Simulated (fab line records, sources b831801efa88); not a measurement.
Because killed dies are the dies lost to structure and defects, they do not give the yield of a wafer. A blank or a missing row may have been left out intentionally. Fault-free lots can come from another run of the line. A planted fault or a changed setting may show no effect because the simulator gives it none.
The tool behind it: which one? + flow sky130 + 6 lots with 18 wafers sampled at 2 steps, on a route of 708 steps

## WHAT EACH GAUGE READ, for each wafer
SKY_VT_ADJUST_NCORE_CD_MEAS_07: the cd target is 380 nm.
| lot  | measured     | on       | cdNm (nm)         |
|------|--------------|----------|-------------------|
| L922 | day 9 20:08  | cdSem-02 | 382.0 382.6 381.4 |
| L925 | day 10 13:26 | cdSem-02 | 381.0 380.8 379.7 |
| L932 | day 12 13:19 | cdSem-02 | 375.2 377.9 377.1 |
| L935 | day 14 12:11 | cdSem-02 | 381.7 379.1 379.3 |
| L936 | day 14 19:55 | cdSem-01 | 384.4 382.4 384.9 |
| L940 | day 15 08:37 | cdSem-02 | 376.3 378.4 377.7 |

## WHAT TOOL EACH LOT RAN ON (gives the tool, then ch and the chambers of the sampled wafers, and finally the start)
| lot  | SKY_DNWELL_STRIP_08                |
|------|------------------------------------|
| L922 | plasmaAsher-04 ch 0,1, day 4 05:38 |
| L925 | plasmaAsher-01 ch 0,1, day 4 18:38 |
| L932 | plasmaAsher-03 ch 0,1, day 6 08:40 |
| L935 | plasmaAsher-01 ch 0,1, day 7 15:50 |
| L936 | plasmaAsher-04 ch 0,1, day 7 23:44 |
| L940 | plasmaAsher-01 ch 0,1, day 8 08:50 |
- SKY_DNWELL_STRIP_08: strips in O2/N2.

## THE ANSWER, worked out from the rows above alone
Rule: the usual values come from the lots themselves. The widest of any qualifying gaps counts: lots, ordered by their means at a reading, are off when they make up no more than a third of the lots, leave a main group of 4 or more, and stand apart from it by 3 or more times the standard deviation of that group's means. A main group is skipped when, at the precision printed for the reading in the tables above, its means are all equal. Also off: a lot with no number at a reading for which 4 or more lots have one. Any other lot the step has rows for is counted as sound.
Nothing can be told from this: no lot is off at any reading shown.

## WHAT WAS PUT IN BY THE SIMULATOR
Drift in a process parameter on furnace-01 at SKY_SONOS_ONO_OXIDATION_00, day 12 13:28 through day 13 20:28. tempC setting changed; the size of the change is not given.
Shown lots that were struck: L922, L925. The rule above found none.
